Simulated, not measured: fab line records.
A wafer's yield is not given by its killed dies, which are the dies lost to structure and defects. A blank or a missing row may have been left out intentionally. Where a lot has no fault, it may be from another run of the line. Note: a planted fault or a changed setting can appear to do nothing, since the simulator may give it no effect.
Which tool did it?	flow gf180mcu	6 lots (18 wafers sampled), 1 step of a 602-step route

== WHAT EACH GAUGE READ, for each wafer ==
GF_V4_OVL_MEAS_15.
lot	measured	on	V4_OVL (nm)
L940	day 25 01:48	overlay-02	-2 2 3
L942	day 25 12:16	overlay-01	4 9 2
L944	day 26 08:25	overlay-01	-3 -7 -6
L954	day 29 09:14	overlay-02	1 3 3
L956	day 29 20:28	overlay-02	13 12 13
L959	day 30 15:46	overlay-02	10 8 8

== WHAT TOOL EACH LOT RAN ON (gives the tool, then ch and the chambers of the sampled wafers, and finally the start) ==
The record shows no process step preceding these readings.

== THE ANSWER, worked out from the rows above alone ==
Rule: the usual values come from the lots themselves. Put in order of their means at a reading, lots are off if they are a third of the lots or fewer, leave a main group of 4 or more, and stand apart from it by a gap of 3 or more times the standard deviation of the main group's means; of several such gaps the widest counts. If all means in a main group match to the digits the tables above print for the reading, that group is not used. A lot without any number at a reading at which 4 lots or more have one is off too. The other lots that the step has rows for count as sound.
No lot is off on any of the readings shown, so nothing can be concluded from this.

== WHAT WAS PUT IN BY THE SIMULATOR ==
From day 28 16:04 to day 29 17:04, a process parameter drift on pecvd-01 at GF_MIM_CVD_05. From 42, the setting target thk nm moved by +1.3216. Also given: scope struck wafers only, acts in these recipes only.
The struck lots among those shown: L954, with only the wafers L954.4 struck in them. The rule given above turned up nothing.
